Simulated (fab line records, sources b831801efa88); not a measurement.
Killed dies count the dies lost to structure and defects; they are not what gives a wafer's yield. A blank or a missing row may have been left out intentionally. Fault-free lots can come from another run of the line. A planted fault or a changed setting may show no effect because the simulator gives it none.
Which tool did it? ; flow sky130 ; Sampling: 11 lots, 33 wafers, 6 of 708 route steps

## WHAT EACH GAUGE READ, for each wafer
Not one reading of a measure or inspect step in the record can be checked against a usual standard deviation.

## TOOL THAT RAN EACH LOT (tool first, then ch and the chambers of the sampled wafers, then the start)
lot;SKY_VIA2_SPUTTER_20;SKY_VIA2_CMP_24;SKY_METAL3_SPUTTER_04;SKY_CAPM_METAL_ETCH_13;SKY_CAPM_STRIP_14;SKY_PAD_OPEN_PROBE_99
L423;pvdSputter-01, day 38 03:46;cmp-02 ch 0,2,3, day 38 04:08;pvdSputter-04, day 38 04:32;rieMetal-02 ch 0,1, day 39 05:09;plasmaAsher-04 ch 0,1, day 39 05:14;prober-02, day 47 07:05
L426;pvdSputter-03, day 38 05:22;cmp-01 ch 0,1, day 38 05:47;pvdSputter-04, day 38 06:08;rieMetal-01 ch 1, day 39 07:10;plasmaAsher-01 ch 0,1, day 39 07:14;prober-01, day 47 12:37
L424;pvdSputter-01, day 38 05:46;cmp-02 ch 0,3, day 38 06:09;pvdSputter-02, day 38 06:33;rieMetal-02 ch 0,1, day 39 07:12;plasmaAsher-04 ch 0,1, day 39 07:17;prober-02, day 47 12:38
L427;pvdSputter-04, day 38 05:49;cmp-01 ch 0,1,2, day 38 06:17;pvdSputter-04, day 38 06:35;rieMetal-01 ch 0,1, day 39 07:30;plasmaAsher-01 ch 0,1, day 39 07:35;prober-02, day 47 12:20
L430;pvdSputter-04, day 39 03:19;cmp-01 ch 0,1,2, day 39 04:21;pvdSputter-03, day 39 04:43;rieMetal-02 ch 1, day 40 05:21;plasmaAsher-04 ch 0,1, day 40 05:26;prober-02, day 48 02:13
L432;pvdSputter-01, day 40 07:15;cmp-02 ch 1,2, day 40 08:10;pvdSputter-02, day 40 08:34;rieMetal-01 ch 0,1, day 41 08:25;plasmaAsher-04 ch 0,1, day 41 08:29;prober-02, day 48 23:37
L431;pvdSputter-03, day 40 07:22;cmp-02 ch 0,1,3, day 40 08:31;pvdSputter-04, day 40 08:52;rieMetal-02 ch 0,1, day 41 08:39;plasmaAsher-02 ch 0,1, day 41 08:44;prober-01, day 49 00:54
L433;pvdSputter-01, day 40 12:28;cmp-02 ch 0,1,3, day 40 14:31;pvdSputter-02, day 40 14:52;rieMetal-02 ch 0,1, day 41 14:25;plasmaAsher-01 ch 0,1, day 41 14:29;prober-01, day 49 04:53
L436;pvdSputter-03, day 41 06:38;cmp-02 ch 0,2, day 41 07:04;pvdSputter-02, day 41 07:25;rieMetal-02 ch 0,1, day 42 07:43;plasmaAsher-04 ch 0,1, day 42 07:47;prober-02, day 49 16:05
L438;pvdSputter-01, day 41 10:50;cmp-01 ch 0,2,3, day 41 11:19;pvdSputter-02, day 41 11:37;rieMetal-02 ch 0,1, day 42 11:04;plasmaAsher-01 ch 0,1, day 42 11:09;prober-02, day 49 20:42
L443;pvdSputter-01, day 42 15:52;cmp-01 ch 1,2, day 42 16:41;pvdSputter-02, day 42 17:02;rieMetal-04 ch 0,1, day 43 16:32;plasmaAsher-02 ch 0,1, day 43 16:38;prober-02, day 50 17:12
- SKY_VIA2_SPUTTER_20: material TiN, target thk 20 nm, time 80 s.
- SKY_VIA2_CMP_24: polishes, stops on SiO2, t overpolish 20 s, target thk 0 nm.
- SKY_METAL3_SPUTTER_04: material TiN, target thk 70 nm, time 58.3 s.
- SKY_CAPM_METAL_ETCH_13: etches TiN in Cl2/BCl3, stops on SiO2, target depth 220 nm, time 62.9 s.
- SKY_CAPM_STRIP_14: strips in O2/N2.
- SKY_PAD_OPEN_PROBE_99

## AS READ BY THE TOOLS THEMSELVES (means over the sampled wafers that have a number; for cases with no such wafer, the mark the record gives instead)
SKY_VIA2_SPUTTER_20. Usual: throttleValvePct reads 29.7 % (standard deviation 1.1).
lot;tool;throttleValvePct (%);flag
L423;pvdSputter-01;29.5;
L426;pvdSputter-03;30.7;
L424;pvdSputter-01;29.1;
L427;pvdSputter-04;29.9;
L430;pvdSputter-04;30.9;
L432;pvdSputter-01;29.4;
L431;pvdSputter-03;30.7;
L433;pvdSputter-01;29.2;
L436;pvdSputter-03;29.5;
L438;pvdSputter-01;29.5;
L443;pvdSputter-01;29.3;

SKY_VIA2_CMP_24. Usual: motorCurrentA 11.9 A, standard deviation 1.1; overpolishRunS 20.000 s, standard deviation 0.009; timeToEndpointS 101 s, standard deviation 4.8.
lot;tool;motorCurrentA (A);overpolishRunS (s);timeToEndpointS (s);flag
L423;cmp-02;11.5;20.000;95;
L426;cmp-01;10.8;20.014;107;
L424;cmp-02;12.5;20.002;103;
L427;cmp-01;11.5;19.999;109;
L430;cmp-01;11.4;20.000;111;
L432;cmp-02;12.2;19.993;97;
L431;cmp-02;12.7;20.002;99;
L433;cmp-02;12.2;19.998;98;
L436;cmp-02;11.8;19.998;101;
L438;cmp-01;11.4;20.001;102;
L443;cmp-01;12.2;19.992;105;

SKY_METAL3_SPUTTER_04. Usual: throttleValvePct reads 30.2 % (standard deviation 1.1).
lot;tool;throttleValvePct (%);flag
L423;pvdSputter-04;29.8;
L426;pvdSputter-04;29.3;
L424;pvdSputter-02;30.4;
L427;pvdSputter-04;30.5;
L430;pvdSputter-03;30.1;
L432;pvdSputter-02;30.1;
L431;pvdSputter-04;30.9;
L433;pvdSputter-02;30.3;
L436;pvdSputter-02;30.9;
L438;pvdSputter-02;30.2;
L443;pvdSputter-02;30.9;

SKY_CAPM_METAL_ETCH_13. Usual: bcl3FlowSccm 30.00 sccm, standard deviation 0.092; biasW 48.47 W, standard deviation 0.15; drypumpMotorCurrentA 6.00 A, standard deviation 0.28; oesProductAu 0.961 a.u., standard deviation 0.0078; throttleValvePct 21.891 %, standard deviation 0.01.
lot;tool;bcl3FlowSccm (sccm);biasW (W);drypumpMotorCurrentA (A);oesProductAu (a.u.);throttleValvePct (%);flag
L423;rieMetal-02;30.06;48.41;5.93;0.955;21.890;
L426;rieMetal-01;-;-;-;-;-;OFF
L424;rieMetal-02;-;-;-;-;-;OFF
L427;rieMetal-01;30.00;48.53;6.05;0.950;21.907;
L430;rieMetal-02;30.03;48.28;6.04;0.951;21.894;
L432;rieMetal-01;30.06;48.60;6.06;0.965;21.887;
L431;rieMetal-02;29.96;48.44;5.99;0.957;21.888;
L433;rieMetal-02;29.95;48.59;5.98;0.952;21.891;
L436;rieMetal-02;30.06;48.45;5.97;0.956;21.898;
L438;rieMetal-02;29.88;48.46;5.92;0.962;21.886;
L443;rieMetal-04;30.03;48.49;5.69;0.957;21.885;

SKY_CAPM_STRIP_14. Usual: drypumpMotorCurrentA 5.77 A, standard deviation 0.28; oesProductAu 0.710 a.u., standard deviation 0.0046; stripTimeToEndpointS 12.67 s, standard deviation 0.058.
lot;tool;drypumpMotorCurrentA (A);oesProductAu (a.u.);stripTimeToEndpointS (s);flag
L423;plasmaAsher-04;5.87;0.713;12.66;
L426;plasmaAsher-01;5.80;0.717;14.22;OFF
L424;plasmaAsher-04;5.72;0.716;14.23;OFF
L427;plasmaAsher-01;5.81;0.714;12.61;
L430;plasmaAsher-04;5.87;0.709;12.76;
L432;plasmaAsher-04;5.72;0.705;12.63;
L431;plasmaAsher-02;5.90;0.711;12.71;
L433;plasmaAsher-01;5.76;0.712;12.71;
L436;plasmaAsher-04;5.73;0.712;12.68;
L438;plasmaAsher-01;5.77;0.708;12.65;
L443;plasmaAsher-02;5.61;0.713;12.66;

SKY_PAD_OPEN_PROBE_99. Usual: defectLimitedYield 83.0 %, standard deviation 1.8; killed_at_M0_to_M3 42, standard deviation 6.6; killed_at_M4_up 3.0, standard deviation 1.7; killedAtContacts 24, standard deviation 5.3; killedAtFrontEnd 15, standard deviation 4.5; killedAtOther 0.2, standard deviation 0.49; killedDies 83, standard deviation 9; killedOnRim 16, standard deviation 4; killedOpen 45, standard deviation 6.9; killedShort 38, standard deviation 5.8; sort_bin_3_pad_short 0.8 %, standard deviation 0.4; sort_bin_5_function 10.0 %, standard deviation 1.5; sort_bin_6_memory 6.1 %, standard deviation 1.1; sortNPass 409, standard deviation 9; sortYieldPct 83.0 %, standard deviation 1.8.
lot;tool;defectLimitedYield (%);killed_at_M0_to_M3;killed_at_M4_up;killedAtContacts;killedAtFrontEnd;killedAtOther;killedDies;killedOnRim;killedOpen;killedShort;sort_bin_3_pad_short (%);sort_bin_5_function (%);sort_bin_6_memory (%);sortNPass;sortYieldPct (%);flag
L423;prober-02;83.5;39;3.3;22;16;0.0;81;16;42;38;0.9;9.9;5.6;411;83.5;
L426;prober-01;0.0;39;4.3;22;16;410.0;492;96;46;36;0.9;92.5;6.6;0;0.0;OFF
L424;prober-02;0.0;45;3.7;19;10;415.0;492;96;40;37;0.9;93.9;5.2;0;0.0;OFF
L427;prober-02;84.3;43;2.7;18;14;0.0;77;14;38;40;0.5;9.1;6.0;415;84.3;
L430;prober-02;83.1;45;2.3;21;14;0.7;83;14;48;35;0.7;10.4;5.8;409;83.1;
L432;prober-02;82.3;41;2.7;24;19;0.7;87;18;46;41;0.9;10.6;6.2;405;82.3;
L431;prober-01;83.4;39;0.7;25;16;0.0;82;17;44;38;1.1;10.3;5.2;410;83.4;
L433;prober-01;81.7;42;4.7;27;17;0.0;90;17;48;42;0.5;11.5;6.4;402;81.7;
L436;prober-02;81.5;51;4.7;21;13;0.3;91;15;47;43;0.9;10.4;7.2;401;81.5;
L438;prober-02;83.8;36;3.7;26;14;0.0;80;15;47;33;0.9;9.5;5.8;412;83.8;
L443;prober-02;84.1;40;2.3;23;13;0.0;78;15;43;35;0.7;9.7;5.4;414;84.1;

## THE ANSWER, worked out from the rows above alone
Rule: a lot is off if the mean of its wafers that have a number lies more than 3 standard deviations from the usual mean. A lot without any number at a reading at which 4 lots or more have one is off too. All remaining lots with rows at the step are treated as sound. First the gauges in route order, then the tools' own readings, where a lot's mean is used as printed above. At the first step where some lot is off, the reading lying furthest off is the one used; lots without a number count as furthest.
Off, at SKY_CAPM_METAL_ETCH_13 on bcl3FlowSccm: L426, L424. Without a number there: L426, L424.
A tool fits if, at that step or a process step before it, it ran every lot that is off, and no sound lot after the first of them. Not one of the candidates tried fits.

## WHAT THE SIMULATOR HAD PUT IN
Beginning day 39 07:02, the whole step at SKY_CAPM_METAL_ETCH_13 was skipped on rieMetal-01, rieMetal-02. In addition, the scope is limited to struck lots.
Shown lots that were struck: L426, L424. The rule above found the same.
